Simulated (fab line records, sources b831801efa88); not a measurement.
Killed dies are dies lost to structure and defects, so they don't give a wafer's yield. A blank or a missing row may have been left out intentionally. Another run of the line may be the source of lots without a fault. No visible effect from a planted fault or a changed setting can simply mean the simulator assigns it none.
fab line records	flow sky130
record: lots: 6	wafers: 18	lastDay: 49
route steps=708 shown METAL3@556 PAD_OPEN@708
lots that met no fault: taken from a fault-free run of the same line
startH: hours from the record's first day to the start of the lot's first wafer shown	waitH: how many hours have passed since the lot's step before this one	" unchanged from the row above	L1.1+2: several wafers, shown together as one row	- no value, or no start given	* or withheld: withheld	< > ~ a bound
route shown NAME@n: NAME is a module with steps in the file, n the number in the route of the first one	usual: mean/standard deviation of fault-free wafers	same: alike in all rows	chamber/n: place in a boat	sites: the reading at each site	_std_site: their standard deviation	_edge_site: mean of outer sites minus mean of inner sites	radiusMm: how far each site lies from the wafer's centre	mask NAME#n: copy n	behind: the most recent tool/chamber to have shaped the wafer	hold: cause of the lot's hold/its duration in hours/its outcome	device: names the non-switching transistor (n, p or np)	end of line: tests run on the same wafers once the route is complete	for a step that has no rows: nothing shown but its recipe	killed: count of dies lost to structure and defects at first sort (not the wafer's yield)	map: a wafer's dies, x killed, . not, _ none there
set.NAME: the setting the step ran with; set.NAME@STEP: the setting that earlier step ran with	model.NAME: the simulator's own value behind a step, which no gauge read
certain route steps with their lots: each step a table, each wafer a row
services: from which hour (startH, from the record's first day; less than 0 if before it) a tool's chamber was out of use, for how many hours, and why
== steps ==
step: SKY_METAL3_HMDS_06
recipe: primeTimeS: 60	primeTempC: 120
step: SKY_METAL3_COAT_07
recipe: resist: BARC	tempC: withheld	timeS: withheld	spinRpm: 3027	resistThkNm: 60
step: SKY_METAL3_COAT_08
recipe: resist: KrF-thick	spinRpm: 3000	resistThkNm: 1140
step: SKY_METAL3_SOFTBAKE_09
recipe: tempC: 100	timeS: 90	resist: KrF-thick
step: SKY_METAL3_EXPOSE_10
recipe: maskId: MM3	na: 0.68	sourceShape: annular	sigmaInner: 0.4	sigmaOuter: 0.8	targetCdNm: 300	doseMj: 28
step: SKY_METAL3_PEB_11
recipe: pebTempC: withheld	pebTimeS: withheld	resist: KrF-thick
step: SKY_METAL3_DEVELOP_12
recipe: developTimeS: 60	resist: KrF-thick	devTempC: 21
step: SKY_METAL3_CD_MEAS_13
recipe: targetCdNm: 300
usual: cdNm: 299.9/1.6
lot.wafer	tool	chamber	startH	waitH	cdNm
L491.2	cdSem-01	-	913.24	-	299.7
L491.4	"	-	"	"	299.6
L491.6	"	-	"	"	300.3
L497.2	cdSem-01	-	967.25	-	299.6
L497.3	"	-	"	"	301.5
L497.6	"	-	"	"	300.1
L502.2	cdSem-02	-	1010.55	-	300.2
L502.4	"	-	"	"	300.0
L502.6	"	-	"	"	299.6
L501.1	cdSem-01	-	1017.07	-	299.1
L501.2	"	-	"	"	299.8
L501.6	"	-	"	"	299.3
L506.1	cdSem-01	-	1030.48	-	301.0
L506.2	"	-	"	"	301.0
L506.6	"	-	"	"	300.2
L508.1	cdSem-01	-	1035.42	-	297.1
L508.5	"	-	"	"	299.4
L508.6	"	-	"	"	298.5
step: SKY_METAL3_OVL_MEAS_14
usual: METAL3_OVL: -2/6.3
lot.wafer	tool	chamber	startH	waitH	METAL3_OVL[nm]
L491.2	overlay-01	-	913.35	0.1	0
L491.4	"	-	"	"	-3
L491.6	"	-	"	"	-9
L497.2	overlay-02	-	967.36	0.1	6
L497.3	"	-	"	"	0
L497.6	"	-	"	"	3
L502.2	overlay-02	-	1010.66	0.1	-9
L502.4	"	-	"	"	-2
L502.6	"	-	"	"	-9
L501.1	overlay-02	-	1017.19	0.1	-7
L501.2	"	-	"	"	5
L501.6	"	-	"	"	0
L506.1	overlay-02	-	1030.60	0.1	1
L506.2	"	-	"	"	-7
L506.6	"	-	"	"	0
L508.1	overlay-02	-	1035.54	0.1	8
L508.5	"	-	"	"	-1
L508.6	"	-	"	"	-4
step: SKY_METAL3_DESCUM_15
recipe: chemistry: O2	sourcePowerW: 150	biasPowerW: 0	pressureMtorr: 10	tempC: 40	timeS: 8
usual: drypumpMotorCurrentA: 5.7/0.37	oesProductAu: 1.000/0.0074
same: biasPowerW: 0
lot.wafer	tool	chamber	startH	waitH	drypumpMotorCurrentA	oesProductAu	rfHoursCounterH
L491.2	rieMetal-03	0	913.38	0.0	5.0	1.009	4
L491.4	"	0	"	"	5.0	0.998	-
L491.6	"	1	"	"	5.5	0.987	-
L497.2	rieMetal-01	0	967.39	0.0	6.0	1.006	18
L497.3	"	1	"	"	5.4	0.998	-
L497.6	"	1	"	"	5.4	0.997	-
L502.2	rieMetal-01	0	1010.69	0.0	6.1	0.986	21
L502.4	"	0	"	"	6.1	1.000	-
L502.6	"	1	"	"	5.4	1.011	-
L501.1	rieMetal-01	1	1017.23	0.0	5.4	0.994	16
L501.2	"	0	"	"	6.1	0.997	21
L501.6	"	1	"	"	5.4	1.004	-
L506.1	rieMetal-04	0	1030.64	0.0	6.1	0.994	8
L506.2	"	0	"	"	6.1	1.002	-
L506.6	"	0	"	"	6.1	1.004	-
L508.1	rieMetal-03	1	1035.58	0.0	5.5	0.986	8
L508.5	"	0	"	"	5.0	1.011	-
L508.6	"	1	"	"	5.5	0.995	-
step: SKY_METAL3_ETCH_16
recipe: chemistry: N2/H2	target: BARC	ionEnergyEv: 200	biasW: 100	pressureMtorr: 30	n2FlowSccm: 100	h2FlowSccm: 200	icpW: 500	stopOn: SiO2	timeS: 88.2	targetDepthA: 600
usual: drypumpMotorCurrentA: 5.7/0.38	oesProductAu: 0.624/0.0052	throttleValvePct: 13.205/0.0091
lot.wafer	tool	chamber	startH	waitH	drypumpMotorCurrentA	oesProductAu	rfHoursCounterH	throttleValvePct
L491.2	rieMetal-03	0	913.42	0.0	5.0	0.625	4	13.196
L491.4	"	0	"	"	5.0	0.617	-	13.194
L491.6	"	1	"	"	5.6	0.626	-	13.215
L497.2	rieMetal-01	0	967.42	0.0	6.0	0.625	18	13.204
L497.3	"	1	"	"	5.4	0.621	-	13.199
L497.6	"	1	"	"	5.4	0.626	-	13.204
L502.2	rieMetal-01	0	1010.72	0.0	6.1	0.621	21	13.213
L502.4	"	0	"	"	6.0	0.617	-	13.190
L502.6	"	1	"	"	5.4	0.631	-	13.199
L501.1	rieMetal-01	1	1017.26	0.0	5.4	0.622	16	13.198
L501.2	"	0	"	"	6.1	0.633	21	13.189
L501.6	"	1	"	"	5.4	0.627	-	13.223
L506.1	rieMetal-04	0	1030.70	0.1	6.1	0.620	8	13.203
L506.2	"	0	"	"	6.1	0.621	-	13.200
L506.6	"	0	"	"	6.1	0.619	-	13.201
L508.1	rieMetal-03	1	1035.61	0.0	5.6	0.621	8	13.200
L508.5	"	0	"	"	5.0	0.626	-	13.200
L508.6	"	1	"	"	5.6	0.627	-	13.210
step: SKY_METAL3_ETCH_17
recipe: target: SiO2	stopOn: TiN	chemistry: C4F8/O2/Ar	sourceW: 1500	biasW: 1200	pressureMtorr: 40	c4f8FlowSccm: withheld	O2_flow_sccm: 6	Ar_flow_sccm: 300	timeS: 3.9	targetDepthA: 150
usual: oesProductAu: 0.753/0.0059
lot.wafer	tool	chamber	startH	waitH	oesProductAu	rfHoursCounterH
L491.2	rieDiel-03	1	913.55	0.1	0.750	16
L491.4	"	0	"	"	0.757	10
L491.6	"	0	"	"	0.757	-
L497.2	rieDiel-01	3	967.52	0.1	0.748	7
L497.3	"	2	"	"	0.756	15
L497.6	"	0	"	"	0.754	-
L502.2	rieDiel-04	3	1010.82	0.1	0.753	14
L502.4	"	2	"	"	0.759	-
L502.6	"	3	"	"	0.753	-
L501.1	rieDiel-04	3	1017.36	0.1	0.740	14
L501.2	"	0	"	"	0.750	0
L501.6	"	0	"	"	0.751	-
L506.1	rieDiel-03	0	1030.90	0.2	0.754	15
L506.2	"	3	"	"	0.750	15
L506.6	"	2	"	"	0.748	-
L508.1	rieDiel-04	0	1035.71	0.1	0.748	0
L508.5	"	1	"	"	0.752	-
L508.6	"	0	"	"	0.750	-
step: SKY_METAL3_METAL_ETCH_18
recipe: targetDepthA: 8450	stopOn: SiO2	overEtchFrac: 0.3	timeS: 183.1	chemistry: Cl2/BCl3	resistSidewallDeg: 88	pressureMtorr: 10	icpW: 900	biasW: 48.5	Cl2_flow_sccm: 60	bcl3FlowSccm: 30
usual: drypumpMotorCurrentA: 5.6/0.39	oesProductAu: 0.867/0.0064	overEtchFrac: 0.3/0	throttleValvePct: 22.264/0.0093
lot.wafer	tool	chamber	startH	waitH	drypumpMotorCurrentA	oesProductAu	overEtchFrac	rfHoursCounterH	throttleValvePct	model.KrF-thick_of_METAL3_COAT_08.thkNm
L491.2	rieMetal-01	1	913.57	0.0	5.4	0.876	0.3	10	22.260	526.4
L491.4	"	1	"	"	5.4	0.862	0.3	-	22.254	537.1
L491.6	"	1	"	"	5.4	0.871	0.3	-	22.261	531.2
L497.2	rieMetal-03	1	967.53	0.0	5.5	0.870	0.3	5	22.252	534.9
L497.3	"	0	"	"	5.0	0.871	0.3	-	22.272	519.5
L497.6	"	1	"	"	5.6	0.875	0.3	-	22.239	532.1
L502.2	rieMetal-03	0	1010.84	0.0	5.0	0.896	0.25498	9	22.267	544.4
L502.4	"	0	"	"	5.0	0.892	0.25498	-	22.263	545.1
L502.6	"	0	"	"	5.0	0.890	0.25498	-	22.293	547
L501.1	rieMetal-03	1	1017.38	0.0	5.5	0.862	0.3	7	22.267	536.4
L501.2	"	0	"	"	5.0	0.875	0.25498	9	22.277	544.5
L501.6	"	0	"	"	5.0	0.882	0.25498	-	22.273	539
L506.1	rieMetal-01	0	1030.92	0.0	6.1	0.875	0.3	22	22.254	519.9
L506.2	"	1	"	"	5.5	0.870	0.3	17	22.263	524.3
L506.6	"	1	"	"	5.4	0.868	0.3	-	22.278	520.6
L508.1	rieMetal-04	0	1035.73	0.0	6.2	0.858	0.3	8	22.265	512.5
L508.5	"	0	"	"	6.1	0.855	0.3	-	22.264	513.5
L508.6	"	0	"	"	6.1	0.858	0.3	-	22.263	524.2
step: SKY_METAL3_STRIP_19
recipe: chemistry: O2/N2	powerW: 1400	pressureMtorr: 1500	platenTempC: withheld	o2FlowSccm: 3000	n2FlowSccm: 300	overashFraction: 0.5
usual: drypumpMotorCurrentA: 5.6/0.4	oesProductAu: 0.502/0.006	stripTimeToEndpointS: 6.53/0.07
lot.wafer	tool	chamber	startH	waitH	drypumpMotorCurrentA	oesProductAu	rfHoursCounterH	stripTimeToEndpointS
L491.2	plasmaAsher-04	1	913.75	0.1	5.2	0.506	17	6.50
L491.4	"	0	"	"	5.8	0.504	-	6.64
L491.6	"	0	"	"	5.8	0.501	-	6.57
L497.2	plasmaAsher-04	0	967.71	0.1	5.7	0.505	23	6.61
L497.3	"	0	"	"	5.8	0.494	-	6.45
L497.6	"	1	"	"	5.2	0.505	-	6.58
L502.2	plasmaAsher-02	1	1011.02	0.1	5.2	0.502	118	6.69
L502.4	"	1	"	"	5.2	0.513	-	6.71
L502.6	"	0	"	"	6.1	0.512	-	6.73
L501.1	plasmaAsher-04	1	1017.55	0.1	5.2	0.508	27	6.62
L501.2	"	0	"	"	5.8	0.503	27	6.71
L501.6	"	0	"	"	5.8	0.505	-	6.66
L506.1	plasmaAsher-04	0	1031.10	0.1	5.7	0.498	28	6.46
L506.2	"	1	"	"	5.2	0.504	28	6.51
L506.6	"	1	"	"	5.2	0.495	-	6.47
L508.1	plasmaAsher-02	0	1036.08	0.3	6.1	0.501	120	6.40
L508.5	"	1	"	"	5.2	0.500	-	6.39
L508.6	"	0	"	"	6.1	0.502	-	6.51
step: SKY_PAD_OPEN_PROBE_99
usual: defectLimitedYield: 82.1/1.8	killed_at_M0_to_M3: 44/6.2	killed_at_M4_up: 3.3/1.8	killedAtContacts: 25/5.8	killedAtFrontEnd: 15/4	killedAtOther: 0.3/0.49	killedDies: 88/8.8	killedOpen: 48/6.5	killedShort: 39/6.3	sort_bin_3_pad_short: 0.9/0.41	sort_bin_5_function: 10.6/1.4	sort_bin_6_memory: 6.4/1.1	sortNPass: 404/8.8	sortYieldPct: 82.1/1.8
same: grossDies: 492	killedAtBackSide: 0	sort_bin_4_leakage[%]: 0	sort_bin_8_speed[%]: 0
lot.wafer	tool	chamber	startH	waitH	defectLimitedYield[%]	killed_at_M0_to_M3	killed_at_M4_up	killedAtContacts	killedAtFrontEnd	killedAtOther	killedDies	killedOpen	killedShort	sort_bin_3_pad_short[%]	sort_bin_5_function[%]	sort_bin_6_memory[%]	sortNPass	sortYieldPct[%]
L491.2	prober-02	-	1084.16	0.1	79.5	49	8	23	21	0	101	47	54	0.8	13.0	6.7	391	79.5
L491.4	prober-02	-	1084.26	0.2	81.9	41	3	24	20	1	89	58	31	0.8	10.6	6.7	403	81.9
L491.6	prober-02	-	1084.36	0.2	84.1	45	1	24	8	0	78	40	38	0.6	9.6	5.7	414	84.1
L497.2	prober-01	-	1129.53	0.1	81.5	53	3	24	10	1	91	57	33	1.0	11.6	5.9	401	81.5
L497.3	prober-01	-	1129.58	0.2	82.7	43	1	29	12	0	85	43	42	0.4	10.0	6.9	407	82.7
L497.6	prober-01	-	1129.73	0.2	81.3	56	3	21	11	1	92	47	44	0.6	11.8	6.3	400	81.3
L502.2	prober-02	-	1166.79	0.1	81.7	43	3	33	10	1	90	47	43	0.2	11.6	6.5	402	81.7
L502.4	prober-02	-	1166.89	0.2	83.3	48	2	21	11	0	82	43	39	0.8	6.3	9.6	410	83.3
L502.6	prober-02	-	1166.99	0.2	80.9	41	1	28	23	1	94	46	48	0.4	11.4	7.3	398	80.9
L501.1	prober-01	-	1171.59	0.1	81.1	47	3	31	12	0	93	51	41	1.4	11.2	6.3	399	81.1
L501.2	prober-01	-	1171.64	0.1	81.9	51	2	22	13	1	89	47	42	1.8	10.0	6.3	403	81.9
L501.6	prober-01	-	1171.84	0.2	83.9	42	1	28	8	0	79	49	28	0.6	9.3	6.1	413	83.9
L506.1	prober-02	-	1182.67	0.1	82.3	49	2	24	11	1	87	48	39	0.2	11.8	5.7	405	82.3
L506.2	prober-02	-	1182.72	0.1	80.1	46	5	23	23	1	98	60	35	1.8	12.0	6.1	394	80.1
L506.6	prober-02	-	1182.92	0.2	83.3	43	3	26	10	0	82	42	39	0.2	9.6	6.9	410	83.3
L508.1	prober-02	-	1185.92	0.1	84.1	44	4	15	15	0	78	36	42	0.8	8.5	6.5	414	84.1
L508.5	prober-02	-	1186.12	0.2	81.5	42	7	24	18	0	91	47	44	0.6	11.4	6.5	401	81.5
L508.6	prober-02	-	1186.17	0.2	83.3	37	2	24	19	0	82	45	37	0.8	10.0	5.9	410	83.3
killed by level:class
L491.2 CONTACT:geometricParticle:open=11 VIA1:geometricParticle:open=9 METAL2:geometricParticle:short=8 VIA3:geometricParticle:open=8 FIELD_ISO:geometricParticle:short=7 VIA1:geometricParticle:short=6 METAL3:geometricParticle:short=6 METAL4:geometricParticle:short=5
L491.4 CONTACT:geometricParticle:open=13 VIA1:geometricParticle:open=11 FIELD_ISO:geometricParticle:open=7 LI_CONTACT:geometricParticle:open=6 VIA2:geometricParticle:short=6 VIA2:geometricParticle:open=5 VIA3:geometricParticle:open=5 POLY_GATE:geometricParticle:short=4
L491.6 VIA1:geometricParticle:open=13 LI_CONTACT:geometricParticle:open=6 METAL2:geometricParticle:short=6 LOCAL_INTERCONNECT:geometricParticle:short=6 CONTACT:geometricParticle:open=6 VIA2:geometricParticle:open=6 METAL1:geometricParticle:short=5 CONTACT:geometricParticle:short=4
L497.2 VIA1:geometricParticle:open=14 METAL1:geometricParticle:short=10 VIA3:geometricParticle:open=10 VIA2:geometricParticle:open=9 CONTACT:geometricParticle:open=8 LI_CONTACT:geometricParticle:open=7 FIELD_ISO:geometricParticle:short=4 FIELD_ISO:geometricParticle:open=3
L497.3 VIA1:geometricParticle:open=14 CONTACT:geometricParticle:open=9 CONTACT:geometricParticle:short=8 METAL1:geometricParticle:short=7 LI_CONTACT:geometricParticle:open=6 VIA1:geometricParticle:short=5 POLY_GATE:geometricParticle:open=4 LOCAL_INTERCONNECT:geometricParticle:short=4
L497.6 VIA1:geometricParticle:short=9 CONTACT:geometricParticle:open=9 VIA2:geometricParticle:open=9 METAL1:geometricParticle:short=8 LI_CONTACT:geometricParticle:open=7 VIA1:geometricParticle:open=7 VIA3:geometricParticle:open=7 METAL2:geometricParticle:short=6
L502.2 CONTACT:geometricParticle:open=14 VIA3:geometricParticle:open=10 VIA1:geometricParticle:open=9 LOCAL_INTERCONNECT:geometricParticle:short=7 METAL1:geometricParticle:short=7 CONTACT:geometricParticle:short=6 VIA2:geometricParticle:short=6 METAL2:geometricParticle:short=4
L502.4 VIA1:geometricParticle:open=10 VIA3:geometricParticle:open=8 CONTACT:geometricParticle:open=7 VIA1:geometricParticle:short=7 METAL2:geometricParticle:short=6 CONTACT:geometricParticle:short=6 VIA2:geometricParticle:open=6 LI_CONTACT:geometricParticle:open=5
L502.6 CONTACT:geometricParticle:open=11 VIA2:geometricParticle:open=10 METAL1:geometricParticle:short=9 METAL3:geometricParticle:short=6 CONTACT:geometricParticle:short=6 FIELD_ISO:geometricParticle:open=5 VIA1:geometricParticle:short=5 POLY_GATE:geometricParticle:short=5
L501.1 VIA1:geometricParticle:open=12 CONTACT:geometricParticle:open=11 VIA3:geometricParticle:open=9 LI_CONTACT:geometricParticle:open=8 CONTACT:geometricParticle:short=5 METAL2:geometricParticle:short=5 VIA2:geometricParticle:open=4 METAL1:geometricParticle:short=4
L501.2 VIA2:geometricParticle:open=10 VIA1:geometricParticle:open=8 VIA3:geometricParticle:open=8 METAL2:geometricParticle:short=7 FIELD_ISO:geometricParticle:short=6 CONTACT:geometricParticle:open=6 LOCAL_INTERCONNECT:geometricParticle:short=5 CONTACT:geometricParticle:short=4
L501.6 CONTACT:geometricParticle:open=9 VIA1:geometricParticle:open=9 CONTACT:geometricParticle:short=8 VIA2:geometricParticle:open=8 VIA3:geometricParticle:open=7 LI_CONTACT:geometricParticle:open=6 METAL2:geometricParticle:short=5 FIELD_ISO:geometricParticle:open=4
L506.1 VIA1:geometricParticle:open=16 CONTACT:geometricParticle:open=9 VIA2:geometricParticle:open=7 METAL1:geometricParticle:short=7 METAL2:geometricParticle:short=6 CONTACT:geometricParticle:short=5 LOCAL_INTERCONNECT:geometricParticle:short=5 POLY_GATE:geometricParticle:short=4
L506.2 VIA2:geometricParticle:open=10 VIA3:geometricParticle:open=10 CONTACT:geometricParticle:open=9 FIELD_ISO:geometricParticle:open=7 POLY_GATE:geometricParticle:open=7 METAL2:geometricParticle:short=6 LI_CONTACT:geometricParticle:open=6 VIA1:geometricParticle:open=6
L506.6 LI_CONTACT:geometricParticle:open=10 VIA3:geometricParticle:open=9 CONTACT:geometricParticle:open=7 CONTACT:geometricParticle:short=6 VIA2:geometricParticle:short=5 VIA1:geometricParticle:short=5 METAL1:geometricParticle:short=4 VIA1:geometricParticle:open=4
L508.1 VIA2:geometricParticle:open=8 VIA1:geometricParticle:open=8 METAL1:geometricParticle:short=7 METAL2:geometricParticle:short=6 VIA3:geometricParticle:open=6 FIELD_ISO:geometricParticle:short=5 CONTACT:geometricParticle:open=4 LI_CONTACT:geometricParticle:open=4
L508.5 LI_CONTACT:geometricParticle:open=10 VIA1:geometricParticle:open=9 LOCAL_INTERCONNECT:geometricParticle:short=7 VIA2:geometricParticle:open=7 METAL2:geometricParticle:short=6 METAL4:geometricParticle:short=6 CONTACT:geometricParticle:open=5 POLY_GATE:geometricParticle:short=5
L508.6 VIA1:geometricParticle:open=10 LI_CONTACT:geometricParticle:open=7 CONTACT:geometricParticle:short=7 POLY_GATE:geometricParticle:open=6 FIELD_ISO:geometricParticle:short=5 METAL2:geometricParticle:short=5 CONTACT:geometricParticle:open=5 VIA1:geometricParticle:short=5
== services ==
tool	chamber	startH	hours	kind
rieDiel-01	1	889.97	5.7	repair
rieDiel-01	-	896.34	0.9	repair
rieDiel-04	-	905.33	0.2	repair
rieMetal-04	1	905.93	-	clean
rieMetal-04	1	905.93	25.1	scheduledDown
rieMetal-04	1	905.93	25.1	ventCycle
rieDiel-04	3	918.77	2.8	repair
rieDiel-01	3	921.23	12.1	repair
rieDiel-03	0	930.60	1.7	repair
rieMetal-04	-	939.14	1.5	repair
rieDiel-03	1	945.73	10.0	repair
rieDiel-01	3	949.73	12.9	repair
rieDiel-01	0	952.17	4.7	repair
rieDiel-03	3	963.21	5.3	repair
rieDiel-04	2	979.01	5.4	repair
rieDiel-03	3	991.82	21.3	repair
rieDiel-03	2	993.41	4.7	repair
rieDiel-04	2	1004.03	2.5	repair
plasmaAsher-02	-	1005.96	0.9	repair
rieDiel-04	1	1012.61	4.4	repair
plasmaAsher-04	-	1019.44	3.3	repair
rieDiel-01	2	1020.25	3.8	repair
rieDiel-01	-	1026.76	0.1	repair
rieMetal-04	1	1027.26	9.3	repair
== key ==
firstSign: step: SKY_METAL3_METAL_ETCH_18	reading: overEtchFrac	direction: down	sigmas: 99+	usual: 0.3	struck: 0.25498
effect: step: SKY_METAL3_METAL_ETCH_18	reading: oesProductAu	direction: up	sigmas: 3.2	usual: 0.867	struck: 0.887
modelEffect: step: SKY_METAL3_METAL_ETCH_18	value: KrF-thick_of_METAL3_COAT_08.thkNm	without: 525	struck: 544
metAt SKY_METAL3_METAL_ETCH_18
struckWafers L501.2,L501.6,L502.2,L502.4,L502.6
onsetBetween 967.53 1010.84
fault: kind: processParameterDrift	tool: rieMetal-03	chamber: 0	onsetH: 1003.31	steps: SKY_METAL3_METAL_ETCH_18	channel: overEtchFrac	offset: -0.045024	shape: step	endH: 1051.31	actsIn: theseRecipesOnly	stated: 0.3
